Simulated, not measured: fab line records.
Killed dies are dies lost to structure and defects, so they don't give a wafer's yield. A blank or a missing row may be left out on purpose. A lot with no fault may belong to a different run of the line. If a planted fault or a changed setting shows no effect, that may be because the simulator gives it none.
Struck lot and sound lot, side by side    flow sky130    17 steps out of a route of 708
Sound: wafers L708.1, L708.2, L708.6. Wafers struck: L717.1, L717.2, L717.5. Last of all comes the cause.
At each step with rows: each side's tool, then ch and its chambers, then its first start. Under that, the readings that differ: sound wafers    struck wafers    difference of the means    sigmas: that difference in standard deviations of wafers without a fault.
alike: words and numbers the same on both sides, and readings whose means are apart by under 2 such deviations; not compared: readings that were withheld, readings missing a value for some wafer, numbers with overlapping values and no deviation given by the record, and bounds like >300 which may hide the same value.
A row with sigmas, a row that says differs or no value, or rows on one side alone: a step with any of these is where the two part. Numbers that have no deviation but don't overlap get no sigmas and don't part them. A reading missing from all wafers of one side parts the sides only when that side holds two or more wafers.

SKY_LDD_HVN_OVL_MEAS_07:
  sound: overlay-02 at day 22 02:46; struck: overlay-01 at day 24 02:56
  alike: LDD_HVN_OVL
next, for these wafers, 1 step has no rows: SKY_LDD_HVN_IMPLANT_08.
SKY_LDD_HVN_STRIP_09: strips in O2/N2.
  sound on plasma asher-04 ch 0,1, day 22 02:57; struck on plasma asher-04 ch 0,1, day 24 03:08
  alike: drypump motor current A, oes product au, strip time to endpoint s
  not compared: rf hours counter h
SKY_LDD_HVN_TW_MEAS_10:
  sound: film metro-04 at day 22 03:03; struck: film metro-02 at day 24 03:14
  alike: LDD_HVN_TW
then, 7 steps without rows for these wafers: SKY_LDD_HVP_DEHYDRATE_00 (time 60 s); SKY_LDD_HVP_HMDS_01 (prime time 60 s); SKY_LDD_HVP_COAT_02 (resist thk 300 nm); SKY_LDD_HVP_SOFTBAKE_03 (time 60 s); SKY_LDD_HVP_EXPOSE_04 (exposes mask HVPTM, target cd 700 nm); SKY_LDD_HVP_PEB_05; SKY_LDD_HVP_DEVELOP_06 (develop time 60 s).
SKY_LDD_HVP_OVL_MEAS_07:
  sound: overlay-01 at day 23 09:09; struck: overlay-01 at day 25 08:39
  alike: LDD_HVP_OVL
SKY_LDD_HVP_IMPLANT_08:
  sound on implanter-03 ch 0, day 23 09:11; struck on implanter-03 ch 0, day 25 08:42
reading             sound                             struck                            difference   sigmas
dose ions cm2       1.7007e+13 1.6995e+13 1.7012e+13  1.2133e+13 1.2154e+13 1.2178e+13  -4.8497e+12  -99 or more
faraday current uA  95.7 95.7 95.9                    68.9 71.3 67.3                    -26.6        -14
SKY_LDD_HVP_STRIP_09: strips in O2/N2.
  sound on plasma asher-04 ch 0,1, day 23 09:20; struck on plasma asher-02 ch 0,1, day 25 09:00
  alike: drypump motor current A, oes product au, strip time to endpoint s
  not compared: rf hours counter h
SKY_LDD_HVP_TW_MEAS_10:
  sound: film metro-01 at day 23 09:26; struck: film metro-01 at day 25 09:06
reading     sound        struck       difference  sigmas
LDD_HVP_TW  449 448 450  404 403 403  -46         -6
then, 1 step without rows for these wafers: SKY_LDD_LDN_DEHYDRATE_00 (time 60 s).
-- here the record skips 23 days between the struck wafers' starts before and after, leaving off in module LDD_LDN and picking up in module PAD_OPEN (first step shown: number 708 of the route) --
SKY_PAD_OPEN_PROBE_99:
  sound: prober-02 at day 47 02:42; struck: prober-02 at day 48 11:38
reading                         sound           struck          difference  sigmas
model.etest.tip_p_5v.rs ohm sq  2836 2866 2860  3673 3633 3683  +809        
  alike: killed_at_M0_to_M3, killed_at_M4_up, killed at contacts, killed at front end, killed at other, killed dies, killed on rim, killed open, killed short
  not compared: model.etest.pfet g5v0d10v5.r on ohm um, model.etest.tip_p_5v.rs ohm sq range, model.etest.pfet g5v0d10v5.drive ua um

WHERE THEY PART
Earliest at SKY_LDD_HVP_IMPLANT_08; latest, in this record, at SKY_LDD_HVP_TW_MEAS_10. Later steps at which nothing parts them and some readings are alike: SKY_PAD_OPEN_PROBE_99.

WHY: whatever the simulator had introduced
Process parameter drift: implanter-03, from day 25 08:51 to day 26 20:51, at SKY_LDD_HVP_IMPLANT_08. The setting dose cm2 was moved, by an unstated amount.
